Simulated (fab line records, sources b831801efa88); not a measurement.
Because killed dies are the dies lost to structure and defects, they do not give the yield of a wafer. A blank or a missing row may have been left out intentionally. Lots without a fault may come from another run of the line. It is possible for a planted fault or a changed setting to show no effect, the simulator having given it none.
fab line records -- flow sky130
[record] lots = 7, wafers = 21, last_day = 50
route steps=708 shown SPACER@305 POLY_CUT@307 PAD_OPEN@708
lots with no fault: from the same line, run without faults
start_h: hours from the record's opening day to when the first of the lot's shown wafers began -- wait_h: how many hours have passed since the lot's step before this one -- " the same as in the row above -- L1.1+2: one row covering several wafers at once -- - value missing, or start not given -- * or withheld: withheld -- < > ~ a bound
route shown NAME@n: names a module that has steps shown in the file, with the first one's number in the route -- usual: the fault-free wafers' mean and standard deviation -- same: alike in all rows -- chamber/n: place in a boat -- sites: readings site by site -- _std_site: the values' standard deviation -- _edge_site: the outer-site mean with the inner-site mean subtracted -- radius_mm: for every site, how far away it sits from the centre of the wafer -- mask NAME#n: copy n -- behind: the most recent tool/chamber to have shaped the wafer -- hold: why the lot was held/for how many hours/how that ended -- device: whichever transistor did not switch (one of n, p or np) -- end of line: the route-end tests of the same wafers -- for a step that has no rows: nothing shown but its recipe -- killed: count of dies lost to structure and defects at first sort (not the wafer's yield) -- map: shows each die of a wafer: x if killed, . if not, _ if none is there
set.NAME: the run value of the setting; set.NAME@STEP: its run value at that earlier step -- model.NAME: the simulator's own value behind a step, which no gauge read
a table for each step, a row for each wafer; lots at some steps of the route
services: the hour from which a tool's chamber was out of use, counted from the record's first day as start_h (under 0 if before that day), plus the number of hours and why
[[steps]]
[step SKY_SPACER_THK_MEAS_01]
[recipe] reads = Si3N4_of_SPACER_CVD_00
[usual] SPACER_CVD_00_THK = 43.0/0.37
lot.wafer,tool,chamber,start_h,wait_h,SPACER_CVD_00_THK[nm]
L879.2,film_metro-02,-,575.90,0.0,43.1
L879.4,film_metro-02,-,575.90,0.0,42.8
L879.6,film_metro-02,-,575.90,0.0,43.2
L881.1,film_metro-01,-,577.10,0.0,43.0
L881.2,film_metro-01,-,577.10,0.0,42.8
L881.5,film_metro-01,-,577.10,0.0,42.7
L890.1,film_metro-02,-,656.19,0.0,43.4
L890.4,film_metro-02,-,656.19,0.0,43.5
L890.6,film_metro-02,-,656.19,0.0,43.1
L891.2,film_metro-02,-,661.58,0.0,43.8
L891.3,film_metro-02,-,661.58,0.0,43.4
L891.4,film_metro-02,-,661.58,0.0,43.4
L893.1,film_metro-01,-,681.94,0.0,43.2
L893.3,film_metro-01,-,681.94,0.0,43.1
L893.6,film_metro-01,-,681.94,0.0,42.8
L896.1,film_metro-01,-,699.85,0.0,42.5
L896.4,film_metro-01,-,699.85,0.0,43.0
L896.6,film_metro-01,-,699.85,0.0,42.9
L898.3,film_metro-02,-,713.60,0.0,42.2
L898.4,film_metro-02,-,713.60,0.0,43.1
L898.5,film_metro-02,-,713.60,0.0,42.3
[step SKY_SPACER_ETCHBACK_02]
[recipe] chemistry = CH3F/O2, target = Si3N4, stop_on = SiO2, source_w = 400, bias_w = 80, pressure_mtorr = 25, ch3f_flow_sccm = 40, O2_flow_sccm = 30, time_s = 46.7, target_depth_a = 450
[usual] drypump_motor_current_A = 5.9/0.38, oes_product_au = 0.854/0.007, throttle_valve_pct = 10.562/0.0091
lot.wafer,tool,chamber,start_h,wait_h,drypump_motor_current_A,oes_product_au,rf_hours_counter_h,throttle_valve_pct
L879.2,rie_diel-03,1,575.95,0.0,5.5,0.853,5,10.561
L879.4,rie_diel-03,3,575.95,0.0,6.1,0.857,-,10.577
L879.6,rie_diel-03,1,575.95,0.0,5.5,0.861,-,10.566
L881.1,rie_diel-03,3,577.16,0.1,6.0,0.860,2,10.557
L881.2,rie_diel-03,1,577.16,0.1,5.6,0.853,5,10.539
L881.5,rie_diel-03,0,577.16,0.1,6.3,0.852,-,10.570
L890.1,rie_diel-03,1,656.25,0.1,5.5,0.857,7,10.563
L890.4,rie_diel-03,0,656.25,0.1,6.3,0.852,-,10.572
L890.6,rie_diel-03,2,656.25,0.1,6.3,0.862,-,10.552
L891.2,rie_diel-04,3,661.63,0.0,6.5,0.856,4,10.561
L891.3,rie_diel-04,1,661.63,0.0,5.7,0.862,8,10.542
L891.4,rie_diel-04,0,661.63,0.0,5.6,0.864,8,10.561
L893.1,rie_diel-03,3,682.00,0.1,6.1,0.851,3,10.585
L893.3,rie_diel-03,1,682.00,0.1,5.6,0.858,7,10.565
L893.6,rie_diel-03,1,682.00,0.1,5.6,0.849,-,10.568
L896.1,rie_diel-03,1,699.91,0.1,5.6,0.844,7,10.550
L896.4,rie_diel-03,0,699.91,0.1,6.3,0.860,20,10.552
L896.6,rie_diel-03,3,699.91,0.1,6.1,0.852,-,10.536
L898.3,rie_diel-04,1,713.64,0.0,5.6,0.844,9,10.561
L898.4,rie_diel-04,2,713.64,0.0,5.6,0.856,2,10.549
L898.5,rie_diel-04,3,713.64,0.0,6.5,0.850,-,10.560
[step SKY_POLY_CUT_DEHYDRATE_00]
[recipe] temp_c = 200, time_s = 60
[step SKY_POLY_CUT_HMDS_01]
[recipe] prime_time_s = 60, prime_temp_c = 120
[step SKY_POLY_CUT_COAT_02]
[recipe] resist = BARC, temp_c = withheld, time_s = withheld, spin_rpm = 3000, resist_thk_nm = 60
[step SKY_POLY_CUT_COAT_03]
[recipe] resist = KrF-thick, spin_rpm = 3000, resist_thk_nm = 450
[step SKY_POLY_CUT_SOFTBAKE_04]
[recipe] temp_c = 99.53, time_s = 90, resist = KrF-thick
[step SKY_POLY_CUT_EXPOSE_05]
[recipe] mask_id = NPCM, na = 0.8, source_shape = annular, sigma_inner = 0.55, sigma_outer = 0.85, target_cd_nm = 270, dose_mj = 32
[step SKY_POLY_CUT_PEB_06]
[recipe] peb_temp_c = withheld, peb_time_s = withheld, resist = KrF-thick
[step SKY_POLY_CUT_DEVELOP_07]
[recipe] develop_time_s = 60, resist = KrF-thick, dev_temp_c = 21
[step SKY_POLY_CUT_CD_MEAS_08]
[recipe] target_cd_nm = 270
[usual] cd_nm = 269.9/1.5
lot.wafer,tool,chamber,start_h,wait_h,cd_nm
L879.2,cd_sem-02,-,605.32,-,270.5
L879.4,cd_sem-02,-,605.32,-,271.8
L879.6,cd_sem-02,-,605.32,-,270.9
L881.1,cd_sem-02,-,606.25,-,269.8
L881.2,cd_sem-02,-,606.25,-,270.0
L881.5,cd_sem-02,-,606.25,-,269.9
L890.1,cd_sem-02,-,684.67,-,270.9
L890.4,cd_sem-02,-,684.67,-,269.2
L890.6,cd_sem-02,-,684.67,-,270.3
L891.2,cd_sem-01,-,689.52,-,269.0
L891.3,cd_sem-01,-,689.52,-,269.4
L891.4,cd_sem-01,-,689.52,-,269.7
L893.1,cd_sem-02,-,708.66,-,269.8
L893.3,cd_sem-02,-,708.66,-,270.9
L893.6,cd_sem-02,-,708.66,-,271.0
L896.1,cd_sem-01,-,727.60,-,268.5
L896.4,cd_sem-01,-,727.60,-,269.8
L896.6,cd_sem-01,-,727.60,-,269.7
L898.3,cd_sem-01,-,741.64,-,269.1
L898.4,cd_sem-01,-,741.64,-,268.4
L898.5,cd_sem-01,-,741.64,-,268.9
[step SKY_POLY_CUT_OVL_MEAS_09]
[usual] POLY_CUT_OVL = -3/5.3
lot.wafer,tool,chamber,start_h,wait_h,POLY_CUT_OVL[nm]
L879.2,overlay-01,-,605.43,0.1,-3
L879.4,overlay-01,-,605.43,0.1,-6
L879.6,overlay-01,-,605.43,0.1,-5
L881.1,overlay-02,-,606.37,0.1,5
L881.2,overlay-02,-,606.37,0.1,4
L881.5,overlay-02,-,606.37,0.1,-5
L890.1,overlay-01,-,684.79,0.1,-7
L890.4,overlay-01,-,684.79,0.1,-6
L890.6,overlay-01,-,684.79,0.1,-3
L891.2,overlay-01,-,689.63,0.1,1
L891.3,overlay-01,-,689.63,0.1,-9
L891.4,overlay-01,-,689.63,0.1,3
L893.1,overlay-02,-,708.78,0.1,0
L893.3,overlay-02,-,708.78,0.1,-4
L893.6,overlay-02,-,708.78,0.1,-11
L896.1,overlay-01,-,727.72,0.1,9
L896.4,overlay-01,-,727.72,0.1,0
L896.6,overlay-01,-,727.72,0.1,-1
L898.3,overlay-02,-,741.74,0.1,-9
L898.4,overlay-02,-,741.74,0.1,-9
L898.5,overlay-02,-,741.74,0.1,-4
[step SKY_POLY_CUT_ETCH_10]
[recipe] chemistry = N2/H2, target = BARC, ion_energy_ev = 200, source_w = 500, bias_w = 100, pressure_mtorr = 30, n2_flow_sccm = 100, h2_flow_sccm = 200, stop_on = SiO2, time_s = 45.9, target_depth_a = 600
[usual] drypump_motor_current_A = 5.9/0.45, oes_product_au = 0.855/0.0048, throttle_valve_pct = 13.224/0.0091
lot.wafer,tool,chamber,start_h,wait_h,drypump_motor_current_A,oes_product_au,rf_hours_counter_h,throttle_valve_pct,model.SiO2_of_SONOS_ONO_CVD_04.thk_nm
L879.2,rie_diel-04,0,605.46,0.0,5.6,0.853,7,13.225,4.293
L879.4,rie_diel-04,3,605.46,0.0,6.5,0.850,-,13.234,4.281
L879.6,rie_diel-04,0,605.46,0.0,5.6,0.861,-,13.224,4.357
L881.1,rie_diel-02,0,606.41,0.0,5.9,0.854,9,13.226,4.426
L881.2,rie_diel-02,1,606.41,0.0,6.5,0.849,9,13.221,4.514
L881.5,rie_diel-02,1,606.41,0.0,6.5,0.853,-,13.229,4.535
L890.1,rie_diel-04,3,684.83,0.0,6.5,0.859,5,13.223,4.135
L890.4,rie_diel-04,2,684.83,0.0,5.7,0.850,-,13.217,3.919
L890.6,rie_diel-04,1,684.83,0.0,5.6,0.856,-,13.220,4.141
L891.2,rie_diel-04,3,689.66,0.0,6.5,0.854,5,13.229,4.22
L891.3,rie_diel-04,1,689.66,0.0,5.7,0.855,8,13.212,4.249
L891.4,rie_diel-04,2,689.66,0.0,5.6,0.856,2,13.233,4.057
L893.1,rie_diel-04,3,708.82,0.0,6.5,0.853,5,13.226,4.153
L893.3,rie_diel-04,1,708.82,0.0,5.7,0.860,9,13.236,4.182
L893.6,rie_diel-04,2,708.82,0.0,5.6,0.850,-,13.236,3.988
L896.1,rie_diel-02,0,727.76,0.0,5.9,0.853,12,13.217,4.24
L896.4,rie_diel-02,1,727.76,0.0,6.5,0.865,12,13.226,4.268
L896.6,rie_diel-02,2,727.76,0.0,5.7,0.863,-,13.238,4.272
L898.3,rie_diel-02,3,741.76,0.0,5.0,0.861,15,13.206,4.292
L898.4,rie_diel-02,0,741.76,0.0,5.9,0.862,13,13.228,4.323
L898.5,rie_diel-02,0,741.76,0.0,5.9,0.858,-,13.239,4.349
[step SKY_POLY_CUT_ETCH_11]
[recipe] target = Si3N4, chemistry = CF4/CH2F2/Ar, stop_on = poly-Si, source_w = 600, bias_w = 150, pressure_mtorr = 40, cf4_flow_sccm = 40, ch2f2_flow_sccm = 20, Ar_flow_sccm = 150, time_s = 42.5, target_depth_a = 600
[usual] cf4_flow_sccm = 40.01/0.12, drypump_motor_current_A = 5.9/0.45, oes_product_au = 0.829/0.0064, throttle_valve_pct = 14.995/0.0091
lot.wafer,tool,chamber,start_h,wait_h,cf4_flow_sccm,drypump_motor_current_A,oes_product_au,rf_hours_counter_h,throttle_valve_pct
L879.2,rie_diel-04,0,605.50,0.0,39.91,5.6,0.823,7,14.985
L879.4,rie_diel-04,3,605.50,0.0,40.05,6.5,0.838,-,14.987
L879.6,rie_diel-04,0,605.50,0.0,40.22,5.6,0.832,-,14.999
L881.1,rie_diel-02,0,606.45,0.0,39.83,5.9,0.829,9,15.000
L881.2,rie_diel-02,1,606.45,0.0,39.90,6.5,0.835,9,14.982
L881.5,rie_diel-02,1,606.45,0.0,40.07,6.5,0.822,-,14.988
L890.1,rie_diel-04,3,684.87,0.0,40.07,6.5,0.838,5,15.004
L890.4,rie_diel-04,2,684.87,0.0,40.20,5.7,0.830,-,14.996
L890.6,rie_diel-04,1,684.87,0.0,40.13,5.7,0.828,-,14.992
L891.2,rie_diel-04,3,689.70,0.0,39.91,6.5,0.826,5,14.988
L891.3,rie_diel-04,1,689.70,0.0,40.00,5.7,0.808,8,15.024
L891.4,rie_diel-04,2,689.70,0.0,40.10,5.7,0.826,2,14.977
L893.1,rie_diel-04,3,708.86,0.0,39.91,6.5,0.836,5,14.988
L893.3,rie_diel-04,1,708.86,0.0,40.14,5.7,0.831,9,14.997
L893.6,rie_diel-04,2,708.86,0.0,39.90,5.7,0.831,-,14.983
L896.1,rie_diel-02,0,727.80,0.0,39.89,5.9,0.830,12,14.985
L896.4,rie_diel-02,1,727.80,0.0,40.04,6.5,0.822,12,14.998
L896.6,rie_diel-02,2,727.80,0.0,40.02,5.7,0.841,-,15.012
L898.3,rie_diel-02,3,741.80,0.0,39.96,5.0,0.826,15,14.994
L898.4,rie_diel-02,0,741.80,0.0,40.01,5.9,0.829,13,14.991
L898.5,rie_diel-02,0,741.80,0.0,40.22,5.9,0.831,-,14.980
[step SKY_PAD_OPEN_PROBE_99]
[usual] killed_at_M0_to_M3 = 43/7.2, killed_at_M4_up = 3.3/2, killed_at_contacts = 25/5.8, killed_at_front_end = 15/4.5, killed_at_other = 0.3/0.62, killed_dies = 86/9.4, killed_open = 47/7.1, killed_short = 39/6
[same] gross_dies = 492, killed_at_back_side = 0
lot.wafer,tool,chamber,start_h,wait_h,killed_at_M0_to_M3,killed_at_M4_up,killed_at_contacts,killed_at_front_end,killed_at_other,killed_dies,killed_open,killed_short
L881.1,prober-01,-,1111.51,0.1,40,5,23,15,0,83,46,37
L881.2,prober-01,-,1111.56,0.1,52,5,32,10,0,99,55,44
L881.5,prober-01,-,1111.71,0.2,42,5,27,12,0,86,39,47
L890.1,prober-02,-,1162.27,0.1,50,2,26,7,0,85,55,29
L890.4,prober-02,-,1162.42,0.2,39,4,31,13,0,87,52,34
L890.6,prober-02,-,1162.52,0.2,37,8,33,19,0,97,60,36
L891.3,prober-01,-,1165.14,0.2,47,5,22,13,0,87,48,39
L898.3,prober-02,-,1195.63,0.2,49,1,20,17,0,87,50,36
L898.4,prober-02,-,1195.68,0.2,39,4,30,10,0,83,44,39
L898.5,prober-02,-,1195.73,0.2,31,2,20,24,0,77,38,39
// killed by level:class
L881.1 VIA1:geometric_particle:open=12 VIA2:geometric_particle:open=8 METAL2:geometric_particle:short=6 LI_CONTACT:geometric_particle:short=5 CONTACT:geometric_particle:open=5 FIELD_ISO:geometric_particle:open=4 LI_CONTACT:geometric_particle:open=4 LOCAL_INTERCONNECT:geometric_particle:short=4
L881.2 CONTACT:geometric_particle:open=15 VIA1:geometric_particle:open=14 LI_CONTACT:geometric_particle:open=8 METAL1:geometric_particle:short=8 METAL2:geometric_particle:short=6 VIA2:geometric_particle:short=5 METAL4:geometric_particle:short=5 LOCAL_INTERCONNECT:geometric_particle:short=4
L881.5 CONTACT:geometric_particle:open=10 VIA1:geometric_particle:short=9 METAL2:geometric_particle:short=7 VIA1:geometric_particle:open=6 LI_CONTACT:geometric_particle:short=6 VIA2:geometric_particle:open=6 POLY_GATE:geometric_particle:open=4 LI_CONTACT:geometric_particle:open=4
L890.1 VIA1:geometric_particle:open=14 CONTACT:geometric_particle:open=10 LI_CONTACT:geometric_particle:open=9 METAL1:geometric_particle:open=6 VIA1:geometric_particle:short=6 VIA3:geometric_particle:open=6 VIA2:geometric_particle:open=5 METAL1:geometric_particle:short=4
L890.4 CONTACT:geometric_particle:open=14 VIA1:geometric_particle:open=13 VIA2:geometric_particle:open=7 CONTACT:geometric_particle:short=6 FIELD_ISO:geometric_particle:short=5 LI_CONTACT:geometric_particle:open=4 LI_CONTACT:geometric_particle:short=4 VIA1:geometric_particle:short=4
L890.6 VIA3:geometric_particle:open=11 CONTACT:geometric_particle:open=11 VIA1:geometric_particle:open=10 LI_CONTACT:geometric_particle:open=7 POLY_GATE:geometric_particle:open=6 LI_CONTACT:geometric_particle:short=5 LOCAL_INTERCONNECT:geometric_particle:short=5 VIA1:geometric_particle:short=5
L891.3 CONTACT:geometric_particle:open=11 VIA1:geometric_particle:open=10 VIA2:geometric_particle:open=7 METAL1:geometric_particle:short=6 LI_CONTACT:geometric_particle:open=5 VIA3:geometric_particle:short=5 METAL4:geometric_particle:short=5 FIELD_ISO:geometric_particle:short=4
L898.3 VIA1:geometric_particle:open=14 LI_CONTACT:geometric_particle:open=8 METAL1:geometric_particle:short=8 VIA3:geometric_particle:open=7 FIELD_ISO:geometric_particle:open=6 VIA2:geometric_particle:open=5 CONTACT:geometric_particle:open=4 VIA1:geometric_particle:short=4
L898.4 LI_CONTACT:geometric_particle:open=10 VIA1:geometric_particle:open=10 CONTACT:geometric_particle:open=9 VIA1:geometric_particle:short=7 VIA2:geometric_particle:open=6 LOCAL_INTERCONNECT:geometric_particle:short=6 METAL2:geometric_particle:short=4 FIELD_ISO:geometric_particle:open=3
L898.5 CONTACT:geometric_particle:open=7 POLY_GATE:geometric_particle:short=6 CONTACT:geometric_particle:short=5 VIA1:geometric_particle:open=5 VIA3:geometric_particle:open=5 POLY_GATE:geometric_particle:open=4 LI_CONTACT:geometric_particle:open=4 VIA1:geometric_particle:short=4
[[services]]
tool,chamber,start_h,hours,kind
rie_diel-02,1,552.36,6.2,repair
rie_diel-04,2,591.70,-,clean
rie_diel-04,2,591.70,18.5,scheduled_down
rie_diel-04,2,591.70,18.5,vent_cycle
rie_diel-04,-,612.22,0.7,repair
rie_diel-03,2,612.35,7.2,repair
rie_diel-02,2,637.35,-,clean
rie_diel-02,2,637.35,18.3,scheduled_down
rie_diel-02,2,637.35,18.3,vent_cycle
rie_diel-03,3,640.99,9.6,repair
rie_diel-03,0,649.76,5.1,repair
rie_diel-03,3,651.13,5.4,repair
rie_diel-04,0,676.59,10.9,repair
rie_diel-04,1,696.89,1.6,repair
rie_diel-02,1,708.46,3.8,repair
rie_diel-03,3,730.07,11.3,repair
[[key]]
first_sign none at tools or gauges
[model_effect] step = SKY_POLY_CUT_ETCH_10, value = SiO2_of_SONOS_ONO_CVD_04.thk_nm, without = 4.156, struck = 3.988
met_at SKY_POLY_CUT_ETCH_10
struck_wafers L890.4,L891.4,L893.6
tester_left_out L890,L891,L893
[fault] kind = process_parameter_drift, tool = rie_diel-04, chamber = 2, onset_h = 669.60, steps = SKY_POLY_CUT_ETCH_10, channel = ion_energy_ev, offset = 32, shape = step, end_h = 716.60, acts_in = these_recipes_only, stated = 200
// tester_left_out: of these lots the tester's yield and bins aren't shown, on N5 and GAA mostly nor the transistor test; their killed dies are dies lost to structure and defects alone, not to doping, threshold or leakage, so they don't give the yield
